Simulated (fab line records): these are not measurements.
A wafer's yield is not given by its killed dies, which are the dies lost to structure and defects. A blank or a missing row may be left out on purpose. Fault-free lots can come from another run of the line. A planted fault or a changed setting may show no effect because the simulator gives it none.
Which tool is to blame?	flow sky130	13 lots, 39 wafers sampled, at 3 steps of a route of 708

WHAT EACH GAUGE READ, for each wafer
SKY_VT_ADJUST_HVTR_OVL_MEAS_08.
lot	measured	on	VT_ADJUST_HVTR_OVL (nm)
L526	day 10 07:46	overlay-02	-0.2 0.4 -0.3
L528	day 10 14:34	overlay-02	0.6 -0.7 -1.5
L527	day 10 16:10	overlay-01	1.0 1.5 1.2
L529	day 10 21:43	overlay-01	-0.1 0.1 1.6
L534	day 12 08:19	overlay-02	-1.0 -1.7 -0.9
L536	day 12 22:04	overlay-01	2.0 3.5 0.7
L537	day 13 04:31	overlay-02	0.4 1.4 -0.3
L543	day 15 08:37	overlay-01	-1.9 -1.5 -1.1
L542	day 15 13:04	overlay-02	1.1 0.7 1.6
L544	day 15 13:40	overlay-02	2.3 3.1 1.8
L546	day 16 06:31	overlay-01	1.7 1.2 1.8
L545	day 16 06:49	overlay-02	-3.6 -2.8 -2.3
L547	day 16 22:40	overlay-02	-2.4 -1.1 -0.4

SKY_SONOS_ONO_THK_MEAS_03.
lot	measured	on	SONOS_ONO_CVD_02_THK (nm)
L526	day 12 08:20	film_metro-04	10.55 10.57 10.52
L528	day 12 16:30	film_metro-04	10.72 10.59 10.71
L527	day 12 20:10	film_metro-01	10.57 10.50 10.48
L529	day 13 01:32	film_metro-01	10.45 10.41 10.54
L534	day 14 16:25	film_metro-04	10.53 10.42 10.36
L536	day 15 11:12	film_metro-01	10.71 10.70 10.79
L537	day 15 14:40	film_metro-01	10.72 10.68 10.75
L543	day 18 00:29	film_metro-01	10.58 10.63 10.49
L542	day 18 03:20	film_metro-01	10.74 10.81 10.59
L544	day 18 03:21	film_metro-03	10.78 10.68 10.52
L546	day 18 21:46	film_metro-04	10.93 10.94 10.92
L545	day 18 22:49	film_metro-01	10.73 10.72 10.71
L547	day 19 16:04	film_metro-04	10.56 10.54 10.60

WHAT TOOL EACH LOT RAN ON (gives the tool, then ch and the chambers of the sampled wafers, and finally the start)
lot	SKY_NWELL_RTA_28
L526	rtp_anneal-02 ch 0, day 6 01:41
L528	rtp_anneal-01 ch 0, day 6 08:17
L527	rtp_anneal-02 ch 0, day 6 08:32
L529	rtp_anneal-01 ch 0, day 6 12:22
L534	rtp_anneal-02 ch 0, day 7 18:32
L536	rtp_anneal-01 ch 0, day 8 05:25
L537	rtp_anneal-02 ch 0, day 8 11:14
L543	rtp_anneal-02 ch 0, day 10 06:56
L542	rtp_anneal-01 ch 0, day 10 08:23
L544	rtp_anneal-02 ch 0, day 10 09:07
L546	rtp_anneal-01 ch 0, day 10 21:02
L545	rtp_anneal-02 ch 0, day 10 21:22
L547	rtp_anneal-01 ch 0, day 11 09:47
- SKY_NWELL_RTA_28: time 30 s.

WHAT THE TOOLS THEMSELVES READ (means of the sampled wafers that have a number; where no wafer has one, the mark that the record gives instead)
SKY_NWELL_RTA_28.
lot	tool	lamp_power_pct (%)	wafer_temp_C_max
L526	rtp_anneal-02	25.34	1055.4
L528	rtp_anneal-01	25.29	1054.3
L527	rtp_anneal-02	25.28	1055.7
L529	rtp_anneal-01	25.28	1053.7
L534	rtp_anneal-02	25.34	1054.3
L536	rtp_anneal-01	25.28	1054.8
L537	rtp_anneal-02	25.30	1054.3
L543	rtp_anneal-02	25.27	1054.8
L542	rtp_anneal-01	25.35	1054.8
L544	rtp_anneal-02	25.25	1055.5
L546	rtp_anneal-01	25.30	1055.6
L545	rtp_anneal-02	25.28	1055.0
L547	rtp_anneal-01	25.32	1054.9

THE ANSWER, worked out from the rows above alone
Rule: the lots themselves supply what counts as usual. Put in order of their means at a reading, lots are off if they are a third of the lots or fewer, leave a main group of 4 or more, and stand apart from it by a gap of 3 or more times the standard deviation of the main group's means; of several such gaps the widest counts. A main group whose means are all the same, to the digits that the tables above print for the reading, isn't used. A lot without any number at a reading at which 4 lots or more have one is off too. The other lots that the step has rows for count as sound. First the gauges in route order, then the tools' own readings, where a lot's mean is used as printed above. The first step at which some lot is off is used, and at that step the reading that is off furthest; a lot without a number counts as furthest.
No lot is off at any reading shown: from this, nothing can be told.

WHAT HAD BEEN PUT IN BY THE SIMULATOR
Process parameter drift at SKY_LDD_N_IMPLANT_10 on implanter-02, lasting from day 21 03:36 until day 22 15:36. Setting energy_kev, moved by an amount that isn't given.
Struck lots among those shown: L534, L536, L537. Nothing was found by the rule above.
